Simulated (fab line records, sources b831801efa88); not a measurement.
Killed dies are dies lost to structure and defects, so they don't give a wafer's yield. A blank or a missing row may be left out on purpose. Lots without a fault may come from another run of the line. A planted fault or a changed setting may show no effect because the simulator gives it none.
fab line records | flow sky130 | part 1 of 2: steps 1 to 21 of 30
record lots=5 wafers=15 last_day=49
route steps=708 shown SONOS_TUNNEL@164 SONOS_ONO@168 GATE_OXIDE@187
lots that met no fault: from a run of the same line without faults
start_h: hours from the record's first day to the start of the lot's first wafer shown | wait_h: hours since the lot's step before | " the same as in the row above | L1.1+2: a row that stands for several wafers | - no value, or no start given | * or withheld: withheld | < > ~ a bound
route shown NAME@n: a module of which the file shows steps, and the number in the route of the first | usual: mean/standard deviation of fault-free wafers | same: alike in all rows | chamber/n: place in a boat | sites: the reading at each site | _std_site: their standard deviation | _edge_site: outer sites' mean less inner sites' | radius_mm: how far each site lies from the wafer's centre | mask NAME#n: copy n | behind: the tool/chamber that last shaped the wafer | hold: why the lot was held/for how many hours/how that ended | device: the transistor (n, p or np) that didn't switch | end of line: the same wafers' tests at the end of the route | a step without rows: its recipe alone | killed: dies lost to structure and defects at the first sort, not the wafer's yield | map: a wafer's dies, x killed, . not, _ none there
set.NAME: the setting as run; set.NAME@STEP: as run at that earlier step | model.NAME: the simulator's own value behind a step, which no gauge read
lots at some steps of the route; a table a step, a row a wafer
services: from which hour (start_h, from the record's first day; less than 0 if before it) a tool's chamber was out of use, for how many hours, and why
## steps
# step SKY_SONOS_TUNNEL_WET_ETCH_10
# recipe chemistry=dHF target_depth_nm=14 target=SiO2 dilution=100:1 temp_c=25 time_s=280
# usual bath_heat_duty_pct=6.5/0.8
# columns lot.wafer tool chamber start_h wait_h bath_heat_duty_pct
L077.2 wet_bench-01 2 272.50 0.1 5.4
L077.3 " 2 " " 5.7
L077.5 " 2 " " 4.8
L079.2 wet_bench-03 0 292.30 0.1 5.7
L079.3 " 0 " " 5.5
L079.4 " 0 " " 5.4
L082.1 wet_bench-01 3 312.98 0.1 6.1
L082.2 " 3 " " 7.9
L082.5 " 3 " " 7.8
L090.2 wet_bench-03 3 374.01 0.1 6.3
L090.3 " 3 " " 6.5
L090.6 " 3 " " 6.0
L094.2 wet_bench-02 1 412.58 0.1 6.7
L094.4 " 1 " " 6.5
L094.5 " 1 " " 6.5
# step SKY_SONOS_TUNNEL_STRIP_11
# recipe chemistry=SPM time_s=600 temp_c=130
# usual bath_heat_duty_pct=14.9/1.6
# columns lot.wafer tool chamber start_h wait_h bath_heat_duty_pct
L077.2 wet_bench-03 2 272.58 0.0 16.5
L077.3 " 2 " " 16.0
L077.5 " 2 " " 16.1
L079.2 wet_bench-02 0 292.38 0.0 16.4
L079.3 " 0 " " 17.3
L079.4 " 0 " " 18.4
L082.1 wet_bench-03 0 313.07 0.0 13.0
L082.2 " 0 " " 12.9
L082.5 " 0 " " 13.0
L090.2 wet_bench-03 2 374.09 0.0 16.0
L090.3 " 2 " " 16.5
L090.6 " 2 " " 16.0
L094.2 wet_bench-02 0 412.67 0.0 16.9
L094.4 " 0 " " 17.1
L094.5 " 0 " " 16.7
# step SKY_SONOS_TUNNEL_TW_MEAS_12
# usual SONOS_TUNNEL_TW=199/3.1
# columns lot.wafer tool chamber start_h wait_h SONOS_TUNNEL_TW
L077.2 film_metro-03 - 272.77 0.0 197
L077.3 " - " " 198
L077.5 " - " " 196
L079.2 film_metro-04 - 292.58 0.0 195
L079.3 " - " " 195
L079.4 " - " " 195
L082.1 film_metro-03 - 313.25 0.0 200
L082.2 " - " " 199
L082.5 " - " " 200
L090.2 film_metro-03 - 374.28 0.0 199
L090.3 " - " " 199
L090.6 " - " " 199
L094.2 film_metro-01 - 412.85 0.0 204
L094.4 " - " " 205
L094.5 " - " " 204
# step SKY_SONOS_TUNNEL_CLEAN_13
# recipe chemistry=dHF time_s=20 dilution=100:1 dry=ipa_marangoni
# columns lot.wafer tool chamber start_h wait_h
L077.2+3+5 wet_bench-02 1 272.82 0.0
L079.2+3+4 wet_bench-03 3 292.63 0.0
L082.1+2+5 wet_bench-02 1 313.31 0.1
L090.2+3+6 wet_bench-02 3 374.33 0.0
L094.2+4+5 wet_bench-02 2 412.99 0.1
# step SKY_SONOS_ONO_OXIDATION_00
# recipe temp_c=800 ambient=O2 idle_temp_c=700 ramp_up_c_per_min=10 ramp_down_c_per_min=3 stabilise_s=600 purge_s=300 target_thk_a=26 ox_time_s=1249
# usual ramp_down_c_per_min=3.0000/0.00051 ramp_up_c_per_min=10.000/0.0019 spike_tc_bottom_C=818.0/3 spike_tc_lower_C=799.3/1.5
# columns lot.wafer tool chamber start_h wait_h ramp_down_c_per_min ramp_up_c_per_min spike_tc_bottom_C spike_tc_lower_C
L077.2 furnace-01 0 274.53 1.7 2.9992 10.001 814.1 800.0
L077.3 " 0 " " 3.0004 9.9971 815.0 800.4
L077.5 " 0 " " 3.0000 9.9995 816.7 797.0
L079.2 furnace-01 0 292.65 0.0 2.9999 10.002 817.7 799.7
L079.3 " 0 " " 2.9998 9.9991 814.4 796.4
L079.4 " 0 " " 3.0005 9.9996 815.5 799.1
L082.1 furnace-01 0 314.10 0.8 2.9987 9.9990 814.2 797.8
L082.2 " 0 " " 3.0001 9.9981 816.8 798.9
L082.5 " 0 " " 2.9997 9.9956 816.2 798.2
L090.2 furnace-02 0 376.13 1.8 3.0002 10.002 821.7 802.0
L090.3 " 0 " " 3.0002 10.001 822.5 800.3
L090.6 " 0 " " 2.9999 10.001 821.1 800.3
L094.2 furnace-02 0 413.20 0.2 2.9995 10.001 820.8 799.7
L094.4 " 0 " " 3.0001 10.001 818.4 799.6
L094.5 " 0 " " 2.9997 10.001 822.9 799.3
# step SKY_SONOS_ONO_THK_MEAS_01
# recipe reads=SiO2_of_SONOS_ONO_OXIDATION_00
# usual SONOS_ONO_OXIDATION_THK=2.57/0.052
# columns lot.wafer tool chamber start_h wait_h SONOS_ONO_OXIDATION_THK[nm]
L077.2 film_metro-01 - 275.89 0.0 2.55
L077.3 " - " " 2.59
L077.5 " - " " 2.60
L079.2 film_metro-03 - 294.01 0.0 2.52
L079.3 " - " " 2.44
L079.4 " - " " 2.58
L082.1 film_metro-02 - 315.45 0.0 2.61
L082.2 " - " " 2.55
L082.5 " - " " 2.60
L090.2 film_metro-03 - 377.48 0.0 2.58
L090.3 " - " " 2.61
L090.6 " - " " 2.52
L094.2 film_metro-02 - 414.56 0.0 2.60
L094.4 " - " " 2.60
L094.5 " - " " 2.59
# step SKY_SONOS_ONO_CVD_02
# recipe material=Si3N4 precursor=DCS/NH3 target_thk_nm=10.5 temp_c=770 time_s=180 pressure_mtorr=250
# usual spike_tc_bottom_C=789.5/2.2 spike_tc_lower_C=769.4/0.97
# columns lot.wafer tool chamber start_h wait_h spike_tc_bottom_C spike_tc_lower_C
L077.2 lpcvd-02 1 277.59 1.7 786.6 769.6
L077.3 " 1 " " 786.9 770.1
L077.5 " 1 " " 786.5 769.1
L079.2 lpcvd-02 0 294.06 0.0 791.8 769.8
L079.3 " 0 " " 788.2 768.8
L079.4 " 0 " " 791.1 769.8
L082.1 lpcvd-02 0 315.51 0.1 792.3 767.7
L082.2 " 0 " " 790.4 768.9
L082.5 " 0 " " 791.2 769.0
L090.2 lpcvd-02 0 377.58 0.1 790.2 768.4
L090.3 " 0 " " 790.5 768.1
L090.6 " 0 " " 792.3 768.1
L094.2 lpcvd-02 1 414.61 0.0 789.2 769.4
L094.4 " 1 " " 786.8 769.1
L094.5 " 1 " " 786.6 769.4
# step SKY_SONOS_ONO_THK_MEAS_03
# recipe reads=Si3N4_of_SONOS_ONO_CVD_02
# usual SONOS_ONO_CVD_02_THK=10.53/0.12
# columns lot.wafer tool chamber start_h wait_h SONOS_ONO_CVD_02_THK[nm]
L077.2 film_metro-01 - 278.65 0.0 10.53
L077.3 " - " " 10.49
L077.5 " - " " 10.52
L079.2 film_metro-03 - 295.12 0.0 10.53
L079.3 " - " " 10.54
L079.4 " - " " 10.69
L082.1 film_metro-02 - 316.56 0.0 10.54
L082.2 " - " " 10.67
L082.5 " - " " 10.42
L090.2 film_metro-01 - 378.64 0.0 10.52
L090.3 " - " " 10.56
L090.6 " - " " 10.46
L094.2 film_metro-01 - 415.67 0.0 10.52
L094.4 " - " " 10.46
L094.5 " - " " 10.57
# step SKY_SONOS_ONO_CVD_04
# recipe material=SiO2 precursor=SiH4/N2O target_thk_nm=5.7199 temp_c=900 pressure_mtorr=400
# usual spike_tc_bottom_C=921.4/2.5 spike_tc_lower_C=900.1/1.1
# columns lot.wafer tool chamber start_h wait_h spike_tc_bottom_C spike_tc_lower_C
L077.2 lpcvd-03 1 278.70 0.0 920.6 899.7
L077.3 " 1 " " 919.5 900.4
L077.5 " 1 " " 917.9 900.3
L079.2 lpcvd-03 1 295.17 0.0 919.1 899.0
L079.3 " 1 " " 919.0 900.7
L079.4 " 1 " " 919.0 898.2
L082.1 lpcvd-03 0 316.62 0.1 922.8 900.4
L082.2 " 0 " " 924.6 899.9
L082.5 " 0 " " 922.5 899.0
L090.2 lpcvd-03 1 378.69 0.0 920.5 900.9
L090.3 " 1 " " 919.6 898.9
L090.6 " 1 " " 917.7 899.4
L094.2 lpcvd-03 1 415.72 0.0 918.8 900.2
L094.4 " 1 " " 919.2 900.4
L094.5 " 1 " " 919.4 902.0
# step SKY_SONOS_ONO_THK_MEAS_05
# recipe reads=SiO2_of_SONOS_ONO_CVD_04
# usual SONOS_ONO_CVD_04_THK=5.70/0.099
# columns lot.wafer tool chamber start_h wait_h SONOS_ONO_CVD_04_THK[nm]
L077.2 film_metro-03 - 279.96 0.0 5.71
L077.3 " - " " 5.57
L077.5 " - " " 5.68
L079.2 film_metro-03 - 296.43 0.0 5.66
L079.3 " - " " 5.70
L079.4 " - " " 5.67
L082.1 film_metro-01 - 317.87 0.0 5.70
L082.2 " - " " 5.66
L082.5 " - " " 5.61
L090.2 film_metro-03 - 379.95 0.0 5.67
L090.3 " - " " 5.67
L090.6 " - " " 5.67
L094.2 film_metro-01 - 416.98 0.0 5.52
L094.4 " - " " 5.60
L094.5 " - " " 5.63
# step SKY_SONOS_ONO_DEHYDRATE_06
# recipe temp_c=200 time_s=60
# usual chill_plate_temp_C=22.97/0.1 exhaust_pa=44.9/0.86 resist_line_temp_C=22.99/0.11
# columns lot.wafer tool chamber start_h wait_h chill_plate_temp_C exhaust_pa resist_line_temp_C
L077.2 litho_track-03 0 291.63 11.7 23.01 44.3 23.17
L077.3 " 0 " " 22.98 43.6 22.90
L077.5 " 0 " " 23.14 44.9 23.16
L079.2 litho_track-01 0 309.02 12.6 23.00 43.8 23.07
L079.3 " 0 " " 22.86 43.0 23.01
L079.4 " 0 " " 22.91 43.9 23.12
L082.1 litho_track-04 0 330.49 12.6 22.87 45.2 23.15
L082.2 " 0 " " 23.04 46.1 22.90
L082.5 " 0 " " 22.89 44.7 23.04
L090.2 litho_track-01 0 393.52 13.6 22.79 46.6 23.00
L090.3 " 0 " " 22.95 46.2 22.91
L090.6 " 0 " " 22.90 45.8 23.08
L094.2 litho_track-03 0 431.53 14.5 23.01 45.5 22.95
L094.4 " 0 " " 23.04 44.9 23.10
L094.5 " 0 " " 23.04 46.1 23.00
# step SKY_SONOS_ONO_HMDS_07
# recipe prime_time_s=60 prime_temp_c=120
# usual chill_plate_temp_C=23.01/0.099 exhaust_pa=45.0/0.91 prime_temp_c=119.98/0.14 resist_line_temp_C=23.00/0.093
# columns lot.wafer tool chamber start_h wait_h chill_plate_temp_C exhaust_pa prime_temp_c resist_line_temp_C
L077.2 litho_track-03 0 291.78 0.1 23.08 46.6 119.72 22.87
L077.3 " 0 " " 22.94 46.1 119.74 22.88
L077.5 " 0 " " 23.09 45.8 119.71 22.89
L079.2 litho_track-01 0 309.17 0.1 23.01 45.5 120.01 23.07
L079.3 " 0 " " 22.99 44.6 119.92 22.94
L079.4 " 0 " " 22.97 45.4 120.02 22.84
L082.1 litho_track-04 0 330.64 0.1 22.93 43.7 120.10 22.96
L082.2 " 0 " " 23.15 43.2 120.12 22.76
L082.5 " 0 " " 22.89 45.1 120.21 22.86
L090.2 litho_track-01 0 393.67 0.1 22.99 44.5 119.99 23.07
L090.3 " 0 " " 23.00 46.0 120.00 23.13
L090.6 " 0 " " 23.02 45.1 119.73 22.97
L094.2 litho_track-03 0 431.68 0.1 23.02 45.6 120.11 23.01
L094.4 " 0 " " 22.96 45.7 119.91 22.92
L094.5 " 0 " " 22.92 45.2 120.05 23.06
# step SKY_SONOS_ONO_COAT_08
# recipe resist=NOVOLAK spin_rpm=3000 resist_thk_nm=1140
# usual chill_plate_temp_C=22.99/0.1 exhaust_pa=44.9/0.86 resist_line_temp_C=22.99/0.11
# columns lot.wafer tool chamber start_h wait_h chill_plate_temp_C exhaust_pa resist_line_temp_C
L077.2 litho_track-03 0 291.93 0.1 22.96 46.8 23.00
L077.3 " 0 " " 23.05 46.4 23.02
L077.5 " 0 " " 22.86 46.0 22.93
L079.2 litho_track-01 0 309.32 0.1 23.09 44.1 23.05
L079.3 " 0 " " 23.06 45.4 23.00
L079.4 " 0 " " 22.92 44.3 23.12
L082.1 litho_track-04 0 330.79 0.1 22.97 45.5 23.17
L082.2 " 0 " " 23.08 45.0 23.05
L082.5 " 0 " " 23.08 44.9 22.98
L090.2 litho_track-01 0 393.82 0.1 23.15 44.6 23.07
L090.3 " 0 " " 22.94 45.2 23.02
L090.6 " 0 " " 23.03 44.8 23.03
L094.2 litho_track-03 0 431.83 0.1 23.11 45.4 22.92
L094.4 " 0 " " 23.10 43.9 22.99
L094.5 " 0 " " 22.87 44.3 22.96
# step SKY_SONOS_ONO_SOFTBAKE_09
# recipe temp_c=90 time_s=60 resist=NOVOLAK
# usual chill_plate_temp_C=23.01/0.094 exhaust_pa=45.0/0.91 resist_line_temp_C=22.99/0.11
# columns lot.wafer tool chamber start_h wait_h chill_plate_temp_C exhaust_pa resist_line_temp_C
L077.2 litho_track-03 0 292.08 0.1 23.06 45.2 22.95
L077.3 " 0 " " 22.82 44.3 23.04
L077.5 " 0 " " 23.09 44.7 23.19
L079.2 litho_track-01 0 309.47 0.1 23.05 45.2 23.03
L079.3 " 0 " " 22.87 45.0 22.97
L079.4 " 0 " " 22.97 44.9 22.84
L082.1 litho_track-04 0 330.94 0.1 22.95 45.8 23.16
L082.2 " 0 " " 23.04 45.5 22.93
L082.5 " 0 " " 22.86 44.9 23.04
L090.2 litho_track-01 0 393.97 0.1 23.20 44.9 23.00
L090.3 " 0 " " 23.03 44.1 22.87
L090.6 " 0 " " 23.30 43.9 22.88
L094.2 litho_track-03 0 431.98 0.1 23.06 44.3 23.03
L094.4 " 0 " " 23.16 44.3 22.85
L094.5 " 0 " " 23.01 44.2 22.77
# step SKY_SONOS_ONO_EXPOSE_10
# recipe mask_id=ONOM target_cd_nm=410 na=0.6 source_shape=conventional sigma_outer=0.6 dose_mj=150
# columns lot.wafer tool chamber start_h wait_h mask
L077.2+3+5 iline_stepper-02 0 - - ONOM#0
L079.2+3+4 iline_stepper-02 0 - - ONOM#0
L082.1+2+5 iline_stepper-02 0 - - ONOM#0
L090.2+3+6 iline_stepper-01 0 - - ONOM#0
L094.2+4+5 iline_stepper-02 0 - - ONOM#0
# step SKY_SONOS_ONO_PEB_11
# recipe temp_c=withheld time_s=* resist=NOVOLAK
# usual chill_plate_temp_C=* exhaust_pa=45.2/0.91 resist_line_temp_C=*
# columns lot.wafer tool chamber start_h wait_h chill_plate_temp_C exhaust_pa resist_line_temp_C
L077.2 litho_track-04 0 - - * 46.7 *
L077.3 " 0 " " * 46.3 *
L077.5 " 0 " " * 46.0 *
L079.2 litho_track-03 0 - - * 45.3 *
L079.3 " 0 " " * 46.5 *
L079.4 " 0 " " * 46.1 *
L082.1 litho_track-03 0 - - * 44.2 *
L082.2 " 0 " " * 43.2 *
L082.5 " 0 " " * 44.8 *
L090.2 litho_track-01 0 - - * 45.8 *
L090.3 " 0 " " * 46.3 *
L090.6 " 0 " " * 45.9 *
L094.2 litho_track-03 0 - - * 44.0 *
L094.4 " 0 " " * 44.9 *
L094.5 " 0 " " * 45.5 *
# step SKY_SONOS_ONO_DEVELOP_12
# recipe develop_time_s=60 dev_temp_c=23
# usual chill_plate_temp_C=23.00/0.11 exhaust_pa=45.0/0.87 resist_line_temp_C=22.97/0.11
# columns lot.wafer tool chamber start_h wait_h chill_plate_temp_C exhaust_pa resist_line_temp_C
L077.2 litho_track-04 0 304.72 0.1 22.87 45.1 23.04
L077.3 " 0 " " 22.87 45.5 22.98
L077.5 " 0 " " 22.93 45.5 23.11
L079.2 litho_track-03 0 322.58 0.1 22.82 46.3 22.90
L079.3 " 0 " " 22.97 45.2 22.74
L079.4 " 0 " " 22.89 44.9 22.91
L082.1 litho_track-03 0 344.65 0.1 23.04 44.8 23.05
L082.2 " 0 " " 23.15 45.0 23.05
L082.5 " 0 " " 22.92 44.2 23.19
L090.2 litho_track-01 0 408.77 0.1 22.86 44.9 22.99
L090.3 " 0 " " 22.92 45.4 23.06
L090.6 " 0 " " 22.95 43.8 22.99
L094.2 litho_track-03 0 446.78 0.1 23.17 44.6 23.00
L094.4 " 0 " " 23.11 45.2 22.98
L094.5 " 0 " " 23.15 44.9 23.09
# step SKY_SONOS_ONO_CD_MEAS_13
# recipe target_cd_nm=410
# usual cd_nm=410.5/2.5
# columns lot.wafer tool chamber start_h wait_h cd_nm
L077.2 cd_sem-01 - 304.86 0.1 409.4
L077.3 " - " " 410.4
L077.5 " - " " 409.2
L079.2 cd_sem-02 - 322.72 0.1 410.6
L079.3 " - " " 410.1
L079.4 " - " " 408.5
L082.1 cd_sem-02 - 344.80 0.1 414.9
L082.2 " - " " 410.4
L082.5 " - " " 410.5
L090.2 cd_sem-02 - 408.92 0.1 409.3
L090.3 " - " " 409.5
L090.6 " - " " 408.9
L094.2 cd_sem-02 - 446.92 0.1 410.8
L094.4 " - " " 411.2
L094.5 " - " " 412.7
# step SKY_SONOS_ONO_OVL_MEAS_14
# usual SONOS_ONO_OVL=-1.6/1.4
# columns lot.wafer tool chamber start_h wait_h SONOS_ONO_OVL[nm]
L077.2 overlay-01 - 304.97 0.1 -2.5
L077.3 " - " " -2.3
L077.5 " - " " -2.0
L079.2 overlay-02 - 322.83 0.1 0.5
L079.3 " - " " 1.2
L079.4 " - " " 0.1
L082.1 overlay-01 - 344.92 0.1 -2.6
L082.2 " - " " 0.1
L082.5 " - " " -3.6
L090.2 overlay-02 - 409.02 0.1 -2.8
L090.3 " - " " -3.0
L090.6 " - " " -3.8
L094.2 overlay-01 - 447.03 0.1 0.2
L094.4 " - " " -1.1
L094.5 " - " " -1.4
# step SKY_SONOS_ONO_ETCH_15
# recipe target_depth_nm=19.52 chemistry=CHF3/O2 source_w=600 bias_w=200 pressure_mtorr=40 chf3_flow_sccm=50 O2_flow_sccm=5 time_s=7.8
# usual chf3_flow_sccm=49.99/0.15 drypump_motor_current_A=5.5/0.36 oes_product_au=1.002/0.0074 throttle_valve_pct=8.826/0.009
# columns lot.wafer tool chamber start_h wait_h chf3_flow_sccm drypump_motor_current_A oes_product_au rf_hours_counter_h throttle_valve_pct
L077.2 rie_diel-04 1 305.00 0.0 49.97 5.3 1.006 28 8.823
L077.3 " 3 " " 49.91 5.6 1.009 8 8.820
L077.5 " 0 " " 50.10 5.3 1.008 - 8.821
L079.2 rie_diel-04 0 322.86 0.0 49.85 5.4 1.010 65 8.831
L079.3 " 2 " " 49.96 5.1 1.003 92 8.832
L079.4 " 1 " " 49.95 5.3 1.008 28 8.833
L082.1 rie_diel-03 0 344.96 0.0 50.11 6.0 1.010 1 8.804
L082.2 " 2 " " 50.20 5.3 1.011 30 8.840
L082.5 " 2 " " 50.32 5.3 1.006 - 8.830
L090.2 rie_diel-03 1 409.05 0.0 50.04 5.7 1.010 7 8.814
L090.3 " 3 " " 50.08 5.7 0.994 79 8.818
L090.6 " 0 " " 49.78 6.0 1.014 - 8.821
L094.2 rie_diel-01 3 447.06 0.0 49.96 5.0 1.000 13 8.824
L094.4 " 1 " " 49.81 6.1 0.999 3 8.817
L094.5 " 2 " " 50.03 5.6 1.006 - 8.836
# step SKY_SONOS_ONO_WET_ETCH_16
# recipe chemistry=dHF target_depth_nm=14 dry=n2_spin target=SiO2 dilution=100:1 temp_c=25 time_s=280
# usual bath_heat_duty_pct=6.7/0.77
# columns lot.wafer tool chamber start_h wait_h bath_heat_duty_pct
L077.2 wet_bench-04 2 305.02 0.0 6.7
L077.3 " 2 " " 7.0
L077.5 " 2 " " 7.8
L079.2 wet_bench-03 1 322.88 0.0 5.8
L079.3 " 1 " " 6.2
L079.4 " 1 " " 6.8
L082.1 wet_bench-04 2 344.98 0.0 7.3
L082.2 " 2 " " 7.4
L082.5 " 2 " " 6.7
L090.2 wet_bench-03 2 409.07 0.0 6.3
L090.3 " 2 " " 7.2
L090.6 " 2 " " 6.9
L094.2 wet_bench-04 0 447.08 0.0 6.5
L094.4 " 0 " " 6.4
L094.5 " 0 " " 6.5
